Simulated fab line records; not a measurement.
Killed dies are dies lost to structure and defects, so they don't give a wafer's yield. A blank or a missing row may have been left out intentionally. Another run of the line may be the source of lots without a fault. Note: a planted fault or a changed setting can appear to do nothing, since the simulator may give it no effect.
The tool behind it: which one? :: flow gf180mcu :: 13 lots with 39 wafers sampled at 5 steps, on a route of 602 steps

WHAT THE GAUGES READ, wafer by wafer
GF_MVSD_OVL_MEAS_07. Usual: MVSD_OVL 0.3 nm, standard deviation 1.4.
lot: L492
measured: day 4 09:20
on: overlay-02
MVSD_OVL (nm): -2.1 -1.7 -2.0
flag: 

lot: L493
measured: day 5 01:51
on: overlay-02
MVSD_OVL (nm): 0.9 -0.1 0.0
flag: 

lot: L495
measured: day 5 07:07
on: overlay-02
MVSD_OVL (nm): -0.4 -0.1 0.5
flag: 

lot: L496
measured: day 5 11:17
on: overlay-01
MVSD_OVL (nm): -0.9 -1.5 -0.4
flag: 

lot: L497
measured: day 5 17:40
on: overlay-02
MVSD_OVL (nm): -0.5 -1.3 1.1
flag: 

lot: L506
measured: day 8 00:02
on: overlay-02
MVSD_OVL (nm): 1.9 2.1 0.5
flag: 

lot: L508
measured: day 8 04:52
on: overlay-02
MVSD_OVL (nm): -0.4 0.2 0.6
flag: 

lot: L509
measured: day 8 18:55
on: overlay-01
MVSD_OVL (nm): 1.6 1.1 2.2
flag: 

lot: L510
measured: day 9 02:27
on: overlay-01
MVSD_OVL (nm): 2.2 2.8 1.0
flag: 

lot: L511
measured: day 9 05:40
on: overlay-02
MVSD_OVL (nm): 0.9 0.5 -1.8
flag: 

lot: L513
measured: day 9 15:14
on: overlay-01
MVSD_OVL (nm): 1.8 0.1 0.3
flag: 

lot: L514
measured: day 9 16:11
on: overlay-02
MVSD_OVL (nm): -0.9 0.8 0.1
flag: 

lot: L515
measured: day 9 22:37
on: overlay-02
MVSD_OVL (nm): -1.1 -0.6 -2.8
flag: 

GF_MVPSD_OVL_MEAS_07. Usual: MVPSD_OVL 1.2 nm, standard deviation 1.3.
lot: L492
measured: day 4 23:28
on: overlay-01
MVPSD_OVL (nm): 0.1 0.7 2.6
flag: 

lot: L493
measured: day 5 15:08
on: overlay-01
MVPSD_OVL (nm): 1.6 0.1 1.7
flag: 

lot: L495
measured: day 5 20:53
on: overlay-01
MVPSD_OVL (nm): 3.6 0.7 3.0
flag: 

lot: L496
measured: day 6 01:24
on: overlay-01
MVPSD_OVL (nm): 3.7 1.4 2.6
flag: 

lot: L497
measured: day 6 08:25
on: overlay-02
MVPSD_OVL (nm): 1.9 3.0 -0.1
flag: 

lot: L506
measured: day 8 16:36
on: overlay-02
MVPSD_OVL (nm): -0.4 2.8 0.7
flag: 

lot: L508
measured: day 8 22:12
on: overlay-02
MVPSD_OVL (nm): 0.1 -0.2 0.6
flag: 

lot: L509
measured: day 9 12:40
on: overlay-02
MVPSD_OVL (nm): 0.3 3.9 3.0
flag: 

lot: L510
measured: day 9 20:13
on: overlay-01
MVPSD_OVL (nm): 2.2 0.8 -0.9
flag: 

lot: L511
measured: day 9 23:38
on: overlay-02
MVPSD_OVL (nm): 1.8 0.6 0.5
flag: 

lot: L513
measured: day 10 09:43
on: overlay-02
MVPSD_OVL (nm): 3.0 3.9 1.0
flag: 

lot: L514
measured: day 10 09:48
on: overlay-01
MVPSD_OVL (nm): 1.9 1.7 -0.6
flag: 

lot: L515
measured: day 10 17:10
on: overlay-02
MVPSD_OVL (nm): 1.7 1.4 0.1
flag: 

GF_POLY_GATE_CD_MEAS_10: target cd 280 nm. Usual: 280.1 nm for cdNm, sd 1.2.
lot: L492
measured: day 8 23:26
on: cdSem-01
cdNm (nm): 281.0 280.9 280.1
flag: 

lot: L493
measured: day 9 22:32
on: cdSem-02
cdNm (nm): 281.0 279.7 280.9
flag: 

lot: L495
measured: day 10 05:52
on: cdSem-01
cdNm (nm): 280.5 281.2 281.7
flag: 

lot: L496
measured: day 10 11:55
on: cdSem-02
cdNm (nm): 266.1 264.8 266.0
flag: OFF

lot: L497
measured: day 10 16:13
on: cdSem-01
cdNm (nm): 279.2 279.8 280.4
flag: 

lot: L506
measured: day 13 12:52
on: cdSem-01
cdNm (nm): 278.8 279.4 281.0
flag: 

lot: L508
measured: day 13 21:13
on: cdSem-01
cdNm (nm): 280.2 279.8 280.2
flag: 

lot: L509
measured: day 14 14:04
on: cdSem-02
cdNm (nm): 282.1 282.1 281.1
flag: 

lot: L510
measured: day 14 23:49
on: cdSem-02
cdNm (nm): 278.9 278.6 279.2
flag: 

lot: L511
measured: day 15 04:54
on: cdSem-02
cdNm (nm): 280.7 279.8 280.8
flag: 

lot: L513
measured: day 15 14:17
on: cdSem-01
cdNm (nm): 279.5 278.9 278.7
flag: 

lot: L514
measured: day 15 17:44
on: cdSem-01
cdNm (nm): 281.1 281.0 281.0
flag: 

lot: L515
measured: day 15 23:04
on: cdSem-02
cdNm (nm): 279.7 279.7 279.5
flag: 

WHICH TOOL RAN EACH LOT (tool, then ch and the chambers of the sampled wafers, then the start)
lot: L492
GF_VT_IMPLANT_STRIP_20: plasmaAsher-02 ch 0,1, day 6 03:13
GF_POLY_GATE_EXPOSE_07: krfScanner-02 ch 0, day 8 16:12

lot: L493
GF_VT_IMPLANT_STRIP_20: plasmaAsher-02 ch 0, day 6 20:49
GF_POLY_GATE_EXPOSE_07: krfScanner-01 ch 0, day 9 13:36

lot: L495
GF_VT_IMPLANT_STRIP_20: plasmaAsher-01 ch 0, day 7 04:22
GF_POLY_GATE_EXPOSE_07: krfScanner-02 ch 0, day 9 21:12

lot: L496
GF_VT_IMPLANT_STRIP_20: plasmaAsher-02 ch 0,1, day 7 08:23
GF_POLY_GATE_EXPOSE_07: krfScanner-01 ch 0, day 10 03:28

lot: L497
GF_VT_IMPLANT_STRIP_20: plasmaAsher-01 ch 0,1, day 7 15:11
GF_POLY_GATE_EXPOSE_07: krfScanner-01 ch 0, day 10 07:43

lot: L506
GF_VT_IMPLANT_STRIP_20: plasmaAsher-02 ch 0,1, day 10 03:07
GF_POLY_GATE_EXPOSE_07: krfScanner-01 ch 0, day 13 02:34

lot: L508
GF_VT_IMPLANT_STRIP_20: plasmaAsher-01 ch 0,1, day 10 09:50
GF_POLY_GATE_EXPOSE_07: krfScanner-01 ch 0, day 13 11:23

lot: L509
GF_VT_IMPLANT_STRIP_20: plasmaAsher-02 ch 0,1, day 11 01:04
GF_POLY_GATE_EXPOSE_07: krfScanner-02 ch 0, day 14 03:13

lot: L510
GF_VT_IMPLANT_STRIP_20: plasmaAsher-03 ch 0,1, day 11 08:23
GF_POLY_GATE_EXPOSE_07: krfScanner-02 ch 0, day 14 13:37

lot: L511
GF_VT_IMPLANT_STRIP_20: plasmaAsher-02 ch 0,1, day 11 12:55
GF_POLY_GATE_EXPOSE_07: krfScanner-01 ch 0, day 14 18:34

lot: L513
GF_VT_IMPLANT_STRIP_20: plasmaAsher-03 ch 0,1, day 11 23:05
GF_POLY_GATE_EXPOSE_07: krfScanner-02 ch 0, day 15 03:41

lot: L514
GF_VT_IMPLANT_STRIP_20: plasmaAsher-02 ch 0,1, day 11 23:23
GF_POLY_GATE_EXPOSE_07: krfScanner-02 ch 0, day 15 07:10

lot: L515
GF_VT_IMPLANT_STRIP_20: plasmaAsher-02 ch 0,1, day 12 06:17
GF_POLY_GATE_EXPOSE_07: krfScanner-02 ch 0, day 15 12:46
- GF_VT_IMPLANT_STRIP_20: strips in O2/N2.
- GF_POLY_GATE_EXPOSE_07: exposes mask Poly2, target cd 280 nm.

AS READ BY THE TOOLS THEMSELVES (means over the sampled wafers that have a number; for cases with no such wafer, the mark the record gives instead)
GF_VT_IMPLANT_STRIP_20. Usual: drypumpMotorCurrentA 6.0 A, standard deviation 0.51; heaterPowerW 333 W, standard deviation 34; oesProductAu 0.716 a.u., standard deviation 0.004; stripTimeToEndpointS 12.62 s, standard deviation 0.042.
lot: L492
tool: plasmaAsher-02
drypumpMotorCurrentA (A): 5.7
heaterPowerW (W): 328
oesProductAu (a.u.): 0.716
stripTimeToEndpointS (s): 12.58
flag: 

lot: L493
tool: plasmaAsher-02
drypumpMotorCurrentA (A): 5.3
heaterPowerW (W): 325
oesProductAu (a.u.): 0.718
stripTimeToEndpointS (s): 12.56
flag: 

lot: L495
tool: plasmaAsher-01
drypumpMotorCurrentA (A): 6.0
heaterPowerW (W): 289
oesProductAu (a.u.): 0.718
stripTimeToEndpointS (s): 12.65
flag: 

lot: L496
tool: plasmaAsher-02
drypumpMotorCurrentA (A): 5.7
heaterPowerW (W): 328
oesProductAu (a.u.): 0.717
stripTimeToEndpointS (s): 12.63
flag: 

lot: L497
tool: plasmaAsher-01
drypumpMotorCurrentA (A): 5.7
heaterPowerW (W): 346
oesProductAu (a.u.): 0.718
stripTimeToEndpointS (s): 12.65
flag: 

lot: L506
tool: plasmaAsher-02
drypumpMotorCurrentA (A): 6.1
heaterPowerW (W): 307
oesProductAu (a.u.): 0.714
stripTimeToEndpointS (s): 12.63
flag: 

lot: L508
tool: plasmaAsher-01
drypumpMotorCurrentA (A): 5.7
heaterPowerW (W): 354
oesProductAu (a.u.): 0.715
stripTimeToEndpointS (s): 12.67
flag: 

lot: L509
tool: plasmaAsher-02
drypumpMotorCurrentA (A): 6.2
heaterPowerW (W): 317
oesProductAu (a.u.): 0.715
stripTimeToEndpointS (s): 12.61
flag: 

lot: L510
tool: plasmaAsher-03
drypumpMotorCurrentA (A): 6.5
heaterPowerW (W): 358
oesProductAu (a.u.): 0.719
stripTimeToEndpointS (s): 12.62
flag: 

lot: L511
tool: plasmaAsher-02
drypumpMotorCurrentA (A): 5.7
heaterPowerW (W): 327
oesProductAu (a.u.): 0.718
stripTimeToEndpointS (s): 12.65
flag: 

lot: L513
tool: plasmaAsher-03
drypumpMotorCurrentA (A): 6.5
heaterPowerW (W): 360
oesProductAu (a.u.): 0.718
stripTimeToEndpointS (s): 12.59
flag: 

lot: L514
tool: plasmaAsher-02
drypumpMotorCurrentA (A): 6.1
heaterPowerW (W): 316
oesProductAu (a.u.): 0.720
stripTimeToEndpointS (s): 12.61
flag: 

lot: L515
tool: plasmaAsher-02
drypumpMotorCurrentA (A): 5.7
heaterPowerW (W): 324
oesProductAu (a.u.): 0.718
stripTimeToEndpointS (s): 12.62
flag: 

THE ANSWER, worked out from the rows above alone
Rule: a lot is off if the mean of its wafers that have a number lies more than 3 standard deviations from the usual mean. Also off: a lot with no number at a reading for which 4 or more lots have one. All remaining lots with rows at the step are treated as sound. After the gauges, taken in route order, come the tools' own readings; for these a lot's mean is taken, as printed above. The first step at which some lot is off is used, and at that step the reading that is off furthest; a lot without a number counts as furthest.
Off at GF_POLY_GATE_CD_MEAS_10 (cdNm): L496.
If a tool, at a process step before that reading, ran all the lots that are off and no sound lot after the first of them, it fits. The gauges at GF_POLY_GATE_CD_MEAS_10 are tried like those tools. Of those tried, none fits.

WHAT WAS PUT IN BY THE SIMULATOR
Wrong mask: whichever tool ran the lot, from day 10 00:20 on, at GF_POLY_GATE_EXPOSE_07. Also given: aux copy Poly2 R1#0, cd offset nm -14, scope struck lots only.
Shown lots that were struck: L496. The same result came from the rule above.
